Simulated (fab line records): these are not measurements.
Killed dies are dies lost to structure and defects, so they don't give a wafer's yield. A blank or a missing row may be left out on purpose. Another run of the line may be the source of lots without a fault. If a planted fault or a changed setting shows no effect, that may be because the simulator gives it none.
Which tool was responsible? + flow sky130 + 6 lots, 18 wafers sampled, at 3 steps of a route of 708

WHAT EACH GAUGE READ, for each wafer
SKY_SD_N_RS_MEAS_16: uses a four-point probe to measure.
| lot  | measured     | on            | SD_N_RS (ohm/sq)  |
|------|--------------|---------------|-------------------|
| L504 | day 28 09:54 | film metro-04 | 68.52 68.47 68.41 |
| L506 | day 29 04:25 | film metro-03 | 68.43 68.82 68.57 |
| L508 | day 30 16:34 | film metro-04 | 68.39 68.40 68.50 |
| L518 | day 33 11:08 | film metro-03 | 66.66 66.62 66.67 |
| L522 | day 34 06:29 | film metro-04 | 68.63 68.44 68.62 |
| L525 | day 36 08:49 | film metro-03 | 68.41 68.56 68.35 |

TOOL THAT RAN EACH LOT (tool first, then ch and the chambers of the sampled wafers, then the start)
| lot  | SKY_RES_XHIGH_STRIP_08               | SKY_SD_N_IMPLANT_10             |
|------|--------------------------------------|---------------------------------|
| L504 | plasma asher-04 ch 0,1, day 27 03:16 | implanter-03 ch 0, day 28 09:20 |
| L506 | plasma asher-02 ch 0,1, day 27 22:16 | implanter-01 ch 0, day 29 03:53 |
| L508 | plasma asher-03 ch 0,1, day 29 12:49 | implanter-01 ch 0, day 30 16:02 |
| L518 | plasma asher-03 ch 0,1, day 32 07:04 | implanter-03 ch 0, day 33 10:37 |
| L522 | plasma asher-03 ch 0,1, day 33 03:32 | implanter-02 ch 0, day 34 05:56 |
| L525 | plasma asher-02 ch 0,1, day 35 05:49 | implanter-02 ch 0, day 36 08:17 |
- SKY_RES_XHIGH_STRIP_08: strips in O2/N2.
- SKY_SD_N_IMPLANT_10

THE ANSWER, worked out from the rows above alone
Rule: what is usual is taken from the lots themselves. Put in order of their means at a reading, lots are off if they are a third of the lots or fewer, leave a main group of 4 or more, and stand apart from it by a gap of 3 or more times the standard deviation of the main group's means; of several such gaps the widest counts. The tables above print the reading to a certain number of digits; a main group whose means all agree to those digits is not used. Also off: a lot with no number at a reading for which 4 or more lots have one. Any other lot the step has rows for is counted as sound.
Off: at SKY_SD_N_RS_MEAS_16 (SD_N_RS), L518. The main group: mean 68.50 ohm/sq, standard deviation 0.071.
If a tool, at a process step before that reading, ran all the lots that are off and no sound lot after the first of them, it fits. Those tools and the gauges at SKY_SD_N_RS_MEAS_16 are tried in the same way. One candidate fits, namely implanter-03 at SKY_SD_N_IMPLANT_10. A fault onset in the window from L504 (day 28 09:20, its last sound lot) to L518 (day 33 10:37, its first lot off) fits.

WHAT HAD BEEN PUT IN BY THE SIMULATOR
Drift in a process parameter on implanter-03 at SKY_SD_N_IMPLANT_10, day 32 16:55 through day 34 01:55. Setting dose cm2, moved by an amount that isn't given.
Shown lots that were struck: L518. Same finding as the rule above.
